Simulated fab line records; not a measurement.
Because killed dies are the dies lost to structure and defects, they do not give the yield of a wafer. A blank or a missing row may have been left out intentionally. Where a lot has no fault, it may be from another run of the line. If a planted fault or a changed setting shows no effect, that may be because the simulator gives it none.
Matching of chambers || flow sky130 || cmp-01 running SKY_VIA1_CMP_24: 4 sister chambers
The step polishes, stops on SiO2, t overpolish 15 s, target thk 0 nm. 4 wafers are shown with their chamber, then 7 later ones without.

== WAFERS WITH THEIR CHAMBER ==
{"wafer": "L745.5", "chamber": 2, "motor_current_A (A)": 12.1}
{"wafer": "L756.4", "chamber": 3, "motor_current_A (A)": 8.0}
{"wafer": "L757.1", "chamber": 0, "motor_current_A (A)": 8.6}
{"wafer": "L757.4", "chamber": 1, "motor_current_A (A)": 11.9}

== WAFERS WITHOUT THEIR CHAMBER ==
{"wafer": "L757.5", "motor_current_A (A)": 12.7}
{"wafer": "L759.4", "motor_current_A (A)": 8.6}
{"wafer": "L759.5", "motor_current_A (A)": 8.6}
{"wafer": "L759.6", "motor_current_A (A)": 12.1}
{"wafer": "L761.2", "motor_current_A (A)": 11.8}
{"wafer": "L761.4", "motor_current_A (A)": 8.5}
{"wafer": "L761.5", "motor_current_A (A)": 12.4}

== WHICH CHAMBER EACH ONE RAN IN ==
{"wafer": "L757.5", "from the rows above": "can't be placed: 2 or 1", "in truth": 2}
{"wafer": "L759.4", "from the rows above": 0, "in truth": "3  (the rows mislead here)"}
{"wafer": "L759.5", "from the rows above": 0, "in truth": 0}
{"wafer": "L759.6", "from the rows above": "can't be placed: 2 or 1", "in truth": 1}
{"wafer": "L761.2", "from the rows above": "can't be placed: 1 or 2", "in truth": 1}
{"wafer": "L761.4", "from the rows above": "can't be placed: 0 or 3", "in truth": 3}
{"wafer": "L761.5", "from the rows above": "can't be placed: 2 or 1", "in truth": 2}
1 of 7 placed correctly. From these rows, 5 cannot be placed; in 5 the true chamber is one of the candidates. Number placed wrongly: 1.
How it was worked out, from the rows above alone: a wafer's distance from a chamber is the root of the sum, over the readings, of the square of ((its reading less the chamber's mean) divided by the reading's scatter). If the next closest chamber is less than 2 further off than the closest, the wafer can't be placed; otherwise it belongs to the closest. For every chamber, the mean is computed from those of its wafers that are shown. The scatter (one wafer shown for each chamber): square how far every hidden wafer sits from the nearest shown wafer, average those squares and take the square root.
